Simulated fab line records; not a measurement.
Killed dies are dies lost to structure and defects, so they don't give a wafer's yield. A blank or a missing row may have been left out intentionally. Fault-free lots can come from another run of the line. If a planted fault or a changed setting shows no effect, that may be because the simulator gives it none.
Which tool is to blame?    flow gf180mcu    Sampling: 13 lots, 39 wafers, 6 of 602 route steps

## WHAT THE GAUGES SHOWED, per wafer
GF_MVPSD_TW_MEAS_11. Usual: MVPSD_TW typically reads 552.0, with standard deviation 2.5.
lot   measured      on             MVPSD_TW           flag
L325  day 5 01:59   film-metro-01  554.0 554.5 551.3  
L327  day 5 18:42   film-metro-04  550.0 551.5 552.7  
L329  day 6 10:56   film-metro-01  556.3 557.0 553.2  
L330  day 6 19:46   film-metro-02  553.5 555.1 554.9  
L331  day 7 00:16   film-metro-04  553.1 552.5 549.3  
L334  day 7 17:22   film-metro-04  550.1 551.8 547.3  
L337  day 8 04:10   film-metro-02  554.1 554.2 557.8  
L339  day 8 16:41   film-metro-04  686.7 686.7 689.6  OFF
L340  day 8 23:59   film-metro-04  553.4 551.9 552.2  
L342  day 9 09:48   film-metro-04  547.1 548.3 548.2  
L344  day 9 21:08   film-metro-02  687.2 687.9 685.9  OFF
L345  day 10 01:45  film-metro-04  549.6 547.7 550.3  
L347  day 10 17:14  film-metro-04  551.3 550.9 548.6  

GF_VT_IMPLANT_RS_MEAS_49: the measuring method here is four-point-probe. Usual: MVPSD_RS typically reads 1168 ohm/sq, with standard deviation 3.1.
lot   measured      on             MVPSD_RS (ohm/sq)  flag
L325  day 7 15:41   film-metro-04  1169 1169 1173     
L327  day 8 10:38   film-metro-01  1169 1165 1164     
L329  day 9 05:10   film-metro-01  1170 1169 1166     
L330  day 9 16:24   film-metro-04  1171 1165 1167     
L331  day 9 20:04   film-metro-04  1171 1169 1174     
L334  day 10 16:37  film-metro-01  1170 1169 1170     
L337  day 11 02:21  film-metro-02  1165 1167 1164     
L339  day 11 17:37  film-metro-02  696 696 696        OFF
L340  day 12 01:32  film-metro-04  1165 1167 1160     
L342  day 12 12:31  film-metro-02  1175 1173 1172     
L344  day 13 03:17  film-metro-01  697 695 695        OFF
L345  day 13 06:12  film-metro-01  1170 1167 1170     
L347  day 14 00:16  film-metro-01  1165 1165 1165     

GF_HV_LDD_TW_MEAS_11. Usual: HV_LDD_TW typically reads 2401, with standard deviation 12.
lot   measured      on             HV_LDD_TW       flag
L325  day 10 04:35  film-metro-02  2407 2421 2410  
L327  day 10 22:05  film-metro-02  2413 2407 2405  
L329  day 11 18:31  film-metro-02  2408 2413 2413  
L330  day 12 06:55  film-metro-04  2395 2402 2397  
L331  day 12 13:47  film-metro-02  2411 2413 2422  
L334  day 13 10:11  film-metro-01  2393 2400 2402  
L337  day 13 23:11  film-metro-02  2391 2411 2409  
L339  day 14 13:59  film-metro-01  2383 2393 2384  
L340  day 15 06:14  film-metro-02  2406 2412 2409  
L342  day 15 10:34  film-metro-01  2406 2393 2404  
L344  day 16 08:00  film-metro-02  2406 2400 2387  
L345  day 16 10:37  film-metro-01  2374 2376 2378  
L347  day 17 10:26  film-metro-02  2413 2400 2417  

GF_M1_OVL_MEAS_15. Usual: M1_OVL typically reads -1 nm, with standard deviation 5.3.
lot   measured      on          M1_OVL (nm)  flag
L325  day 17 10:14  overlay-02  -6 -4 0      
L327  day 18 07:29  overlay-01  -2 -1 -9     
L329  day 19 10:20  overlay-01  5 0 3        
L330  day 20 01:26  overlay-02  -5 -9 4      
L331  day 20 10:50  overlay-02  2 -10 -5     
L334  day 21 11:34  overlay-02  2 0 2        
L337  day 21 23:16  overlay-02  1 -4 -8      
L339  day 22 19:08  overlay-02  2 0 4        
L340  day 23 14:16  overlay-01  -3 -7 1      
L342  day 23 18:59  overlay-01  -10 -4 -15   
L344  day 24 16:08  overlay-01  3 0 -6       
L345  day 24 18:17  overlay-02  0 12 -6      
L347  day 25 16:38  overlay-02  -2 1 -3      

## WHICH TOOL RAN EACH LOT (tool, then ch and the chambers of the sampled wafers, then the start)
lot   GF_MVPSD_IMPLANT_09              GF_SALICIDE_SPUTTER_03
L325  implanter-01 ch 0, day 5 01:44   pvd-sputter-04, day 15 09:54
L327  implanter-04 ch 0, day 5 18:26   pvd-sputter-04, day 16 05:58
L329  implanter-01 ch 0, day 6 10:41   pvd-sputter-03, day 17 07:33
L330  implanter-01 ch 0, day 6 19:32   pvd-sputter-01, day 17 22:14
L331  implanter-04 ch 0, day 7 00:01   pvd-sputter-01, day 18 06:39
L334  implanter-04 ch 0, day 7 17:07   pvd-sputter-04, day 19 07:09
L337  implanter-04 ch 0, day 8 03:56   pvd-sputter-01, day 19 19:57
L339  implanter-04 ch 0, day 8 16:26   pvd-sputter-01, day 20 16:10
L340  implanter-02 ch 0, day 8 23:44   pvd-sputter-01, day 21 12:16
L342  implanter-02 ch 0, day 9 09:33   pvd-sputter-04, day 21 16:46
L344  implanter-04 ch 0, day 9 20:55   pvd-sputter-01, day 22 15:48
L345  implanter-02 ch 0, day 10 01:31  pvd-sputter-04, day 22 17:04
L347  implanter-01 ch 0, day 10 16:59  pvd-sputter-01, day 23 17:40
- GF_MVPSD_IMPLANT_09
- GF_SALICIDE_SPUTTER_03: material TiN, target thk 20 nm, time 16.7 s.

## AS READ BY THE TOOLS THEMSELVES (means over the sampled wafers that have a number; for cases with no such wafer, the mark the record gives instead)
GF_MVPSD_IMPLANT_09. Usual: dose-ions-cm2 5e+12, standard deviation 5.1e+09; faraday-current-uA 28.1, standard deviation 0.6.
lot   tool          dose-ions-cm2  faraday-current-uA  flag
L325  implanter-01  5e+12          28.2                
L327  implanter-04  5e+12          28.4                
L329  implanter-01  5e+12          28.1                
L330  implanter-01  5e+12          27.9                
L331  implanter-04  5e+12          28.0                
L334  implanter-04  5e+12          27.7                
L337  implanter-04  5e+12          27.9                
L339  implanter-04  4e+13          197.0               OFF
L340  implanter-02  5e+12          28.1                
L342  implanter-02  5e+12          28.7                
L344  implanter-04  4e+13          199.6               OFF
L345  implanter-02  5e+12          28.0                
L347  implanter-01  5e+12          28.6                

GF_SALICIDE_SPUTTER_03. Usual: chamber-pressure-pa 0.4000 Pa, standard deviation 0.00089; throttle-valve-pct 30.1 %, standard deviation 0.93.
lot   tool            chamber-pressure-pa (Pa)  throttle-valve-pct (%)  flag
L325  pvd-sputter-04  0.4012                    29.7                    
L327  pvd-sputter-04  0.3997                    29.7                    
L329  pvd-sputter-03  0.4000                    30.3                    
L330  pvd-sputter-01  0.3997                    30.6                    
L331  pvd-sputter-01  0.3990                    29.3                    
L334  pvd-sputter-04  0.3991                    29.8                    
L337  pvd-sputter-01  0.3999                    30.7                    
L339  pvd-sputter-01  0.4002                    30.5                    
L340  pvd-sputter-01  0.4001                    30.1                    
L342  pvd-sputter-04  0.3999                    30.3                    
L344  pvd-sputter-01  0.3996                    30.6                    
L345  pvd-sputter-04  0.4004                    29.9                    
L347  pvd-sputter-01  0.4004                    30.0                    

## THE ANSWER, worked out from the rows above alone
Rule: take the mean of a lot's wafers that have a number; if it is more than 3 standard deviations from the usual mean, the lot is off. A lot without any number at a reading at which 4 lots or more have one is off too. The other lots that the step has rows for count as sound. First the gauges in route order, then the tools' own readings, where a lot's mean is used as printed above. The first step at which some lot is off is used, and at that step the reading that is off furthest; a lot without a number counts as furthest.
Off: L339, L344, at GF_MVPSD_TW_MEAS_11 (MVPSD_TW).
A tool fits if, at a process step before that reading, it ran every lot that is off, and no sound lot after the first of them. Not tried: the gauges at GF_MVPSD_TW_MEAS_11; whatever is off there is also off at GF_MVPSD_IMPLANT_09, on other tools, and gauge error can't account for it. One candidate fits, namely implanter-04 at GF_MVPSD_IMPLANT_09. A fault onset in the window from L337 (day 8 03:56, its last sound lot) to L339 (day 8 16:26, its first lot off) fits.
The tool's own readings at GF_MVPSD_IMPLANT_09 bear it out: on the lots that are off they differ by more than 5 times the standard deviation of the sound lots' means. dose-ions-cm2 reads 4e+13 there against 5e+12 on the sound lots; faraday-current-uA reads 198.3 there against 28.1 on the sound lots.

## WHAT HAD BEEN PUT IN BY THE SIMULATOR
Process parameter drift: implanter-04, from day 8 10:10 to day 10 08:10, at GF_MVPSD_IMPLANT_09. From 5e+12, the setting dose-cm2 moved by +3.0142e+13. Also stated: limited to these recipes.
Struck lots among those shown: L339, L344. Same finding as the rule above.
